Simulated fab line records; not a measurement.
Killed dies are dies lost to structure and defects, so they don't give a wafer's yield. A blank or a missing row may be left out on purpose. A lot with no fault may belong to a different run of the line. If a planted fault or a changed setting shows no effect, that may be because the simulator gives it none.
Tool commonality check	flow gf180mcu	13 lots, 39 wafers sampled

THE REASON FOR OPENING IT
At GF_PSD_OVL_MEAS_08 the reading PSD_OVL is flagged on 2 of 13 lots. Fault-free wafers read 1.0 nm, with a standard deviation of 1.1.
Rule: a lot is flagged when every wafer of it that has a number lies more than 4 standard deviations from that mean, or none has a number. The other lots count as sound.

lot	measured	on	PSD_OVL (nm), wafer by wafer	flag
L485	day 14 11:43	overlay-02	1.2 0.3 -0.1	
L486	day 14 19:34	overlay-01	0.1 1.7 -0.5	
L487	day 15 05:31	overlay-01	1.5 3.7 3.1	
L489	day 15 12:26	overlay-02	1.3 2.4 1.6	
L492	day 16 18:38	overlay-01	0.9 1.3 2.2	
L494	day 17 08:55	overlay-01	1.9 1.3 1.6	
L496	day 18 02:42	overlay-02	1.4 2.1 2.0	
L497	day 18 14:46	overlay-02	1.4 0.5 0.5	
L500	day 19 14:43	overlay-02	1.8 1.9 0.9	
L502	day 20 09:34	overlay-01	226.9 226.1 226.1	FLAGGED
L503	day 20 18:14	overlay-02	1.9 1.4 1.1	
L505	day 21 04:17	overlay-02	226.3 226.4 227.0	FLAGGED
L507	day 21 21:55	overlay-01	2.8 1.7 1.8	
The numbers of the flagged lots are 226.5 nm on average: +225.5 nm against the usual, or +99 or more standard deviations.

WHICH TOOL EACH LOT WENT THROUGH
2 process steps preceding the reading are held in the record, out of 602 steps in the route. Each cell gives the tool, then ch followed by the chambers the sampled wafers passed through, then the start.
lot	flag	GF_HV_LDD_STRIP_37	GF_PSD_EXPOSE_04
L485		plasmaAsher-02 ch 0,1, day 11 20:49	ilineStepper-01 ch 0, day 14 01:38
L486		plasmaAsher-01 ch 0,1, day 12 03:00	ilineStepper-01 ch 0, day 14 08:43
L487		plasmaAsher-02 ch 0,1, day 12 13:21	ilineStepper-02 ch 0, day 14 19:19
L489		plasmaAsher-02 ch 0,1, day 12 19:13	ilineStepper-01 ch 0, day 15 02:14
L492		plasmaAsher-04 ch 0,1, day 13 21:20	ilineStepper-01 ch 0, day 16 07:17
L494		plasmaAsher-02 ch 0,1, day 14 11:42	ilineStepper-01 ch 0, day 16 21:51
L496		plasmaAsher-01 ch 0, day 15 05:27	ilineStepper-02 ch 0, day 17 15:11
L497		plasmaAsher-04 ch 0,1, day 15 17:11	ilineStepper-02 ch 0, day 18 03:46
L500		plasmaAsher-01 ch 0,1, day 16 12:41	ilineStepper-02 ch 0, day 19 02:29
L502	FLAGGED	plasmaAsher-04 ch 0,1, day 17 04:57	ilineStepper-01 ch 0, day 19 21:55
L503		plasmaAsher-04 ch 0,1, day 17 13:04	ilineStepper-02 ch 0, day 20 06:57
L505	FLAGGED	plasmaAsher-01 ch 0,1, day 18 02:12	ilineStepper-01 ch 0, day 20 15:52
L507		plasmaAsher-01 ch 0,1, day 18 18:36	ilineStepper-02 ch 0, day 21 10:16
What the steps here do:
- GF_HV_LDD_STRIP_37: strips in O2/N2.
- GF_PSD_EXPOSE_04: exposes mask Pplus, target cd 400 nm.
- GF_PSD_OVL_MEAS_08

FLAGGED AGAINST TOTAL, ONE TOOL AT A TIME (gauges that did the reading follow at the end)
step	tool	lots run	flagged	share of the flagged lots	sound lots run after its first flagged lot
GF_HV_LDD_STRIP_37	plasmaAsher-01	5	1	some	1 (L507)
GF_HV_LDD_STRIP_37	plasmaAsher-02	4	0	none	-
GF_HV_LDD_STRIP_37	plasmaAsher-04	4	1	some	1 (L503)
GF_PSD_EXPOSE_04	ilineStepper-01	7	2	all	0
GF_PSD_EXPOSE_04	ilineStepper-02	6	0	none	-
GF_PSD_OVL_MEAS_08	overlay-01	6	1	some	1 (L507)
GF_PSD_OVL_MEAS_08	overlay-02	7	1	some	0

THE TABLE: WHAT IT ALLOWS
Rows of the table that ran each flagged lot: 1, that is ilineStepper-01 at GF_PSD_EXPOSE_04.
- ilineStepper-01 at GF_PSD_EXPOSE_04 ran 7 lots, 2 of them flagged. Last sound lot L494 at day 16 21:51, first flagged lot L502 at day 19 21:55; a fault beginning in between fits.
What remains is a single tool, ilineStepper-01 at GF_PSD_EXPOSE_04.

WHAT THE SIMULATOR HAD PUT IN
Scanner matching overlay: ilineStepper-01, from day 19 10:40 on, at GF_PSD_EXPOSE_04. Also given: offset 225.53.
Struck lots among those shown: L502, L505. This agrees with what the rule above found.
